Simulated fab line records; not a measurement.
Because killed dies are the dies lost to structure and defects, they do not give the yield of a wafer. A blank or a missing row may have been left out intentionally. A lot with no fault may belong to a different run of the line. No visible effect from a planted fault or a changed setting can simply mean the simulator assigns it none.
The same fault as seen by 2 desks | flow sky130 | each desk has only its own numbers; what lay behind them comes last

## AT THE TOOL OWNER'S DESK: implanter-01
The tool's own readings at SKY_VT_ADJUST_HVTR_IMPLANT_09, given as means over the sampled wafers that have a number, one for each lot that went through this tool. Any lot whose mean is over 4 standard deviations away from the usual mean is out of limits and marked OUT; that distance is given in the brackets.
Columns: A = dose ions cm2 at SKY_VT_ADJUST_HVTR_IMPLANT_09, usual 2.1002e+12; B = faraday current uA at SKY_VT_ADJUST_HVTR_IMPLANT_09, usual 11.85
lot  | first seen here | A                            | B
L940 | day 9 17:10     | 2.0996e+12                   | 11.96
L941 | day 10 02:16    | 2.0976e+12                   | 12.18
L943 | day 10 12:28    | 2.1035e+12                   | 11.89
L949 | day 12 08:01    | 2.0990e+12                   | 11.75
L952 | day 13 05:54    | 2.1030e+12                   | 11.85
L955 | day 14 09:17    | 1.6008e+12 (-99 or more) OUT | 9.13 (-12) OUT
L959 | day 15 07:15    | 1.6053e+12 (-99 or more) OUT | 8.97 (-13) OUT
This desk's verdict: out of limits on L955, L959, starting with L955 at day 14 09:17 (dose ions cm2 at SKY_VT_ADJUST_HVTR_IMPLANT_09). L940, L941, L943, L949, L952 stayed within limits.

## THE METROLOGY DESK
What the gauges read, lot by lot, whatever tool the lot ran on: means of the sampled wafers that have a number. Any lot whose mean is over 4 standard deviations away from the usual mean is out of limits and marked OUT; that distance is given in the brackets.
Columns: A = NWELL_01_OVL at SKY_NWELL_OVL_MEAS_23, usual -1.3 nm; B = VT_ADJUST_HVTR_TW at SKY_VT_ADJUST_HVTR_TW_MEAS_11, usual 209.6
lot  | first seen here | A    | B
L940 | day 5 15:21     | -1.3 | 208.4
L941 | day 5 23:09     | 0.1  | 208.0
L943 | day 6 06:42     | 0.6  | 208.7
L945 | day 6 18:26     | -1.6 | 208.9
L947 | day 7 06:29     | 0.0  | 209.7
L948 | day 7 09:46     | -2.4 | 209.6
L949 | day 7 19:50     | -3.4 | 208.3
L950 | day 8 04:11     | -1.5 | 209.5
L951 | day 8 09:15     | -2.9 | 208.3
L952 | day 8 12:29     | -1.7 | 208.2
L955 | day 9 11:11     | -2.6 | 199.3 (-4.1) OUT
L959 | day 10 05:44    | 0.5  | 192.2 (-7.0) OUT
Per this desk, out of limits: L955, L959; the first was L955, day 14 09:32 (VT_ADJUST_HVTR_TW at SKY_VT_ADJUST_HVTR_TW_MEAS_11). L940, L941, L943, L945, L947, L948, L949, L950, L951, L952 stayed within limits.

## TAKEN TOGETHER
An alarm could have come from the tool owner's desk at day 14 09:17, on L955, L959.
At day 14 09:32 the metrology desk could have sounded an alarm, on L955, L959.
All the named lots went through SKY_VT_ADJUST_HVTR_IMPLANT_09 on implanter-01.

## WHAT THE SIMULATOR HAD INSERTED
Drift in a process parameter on implanter-01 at SKY_VT_ADJUST_HVTR_IMPLANT_09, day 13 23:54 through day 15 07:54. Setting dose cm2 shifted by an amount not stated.
Shown lots that were struck: L955, L959.
Fault start to first reading out of limits, in hours, per desk: tool owner, 9; metrology, 10.
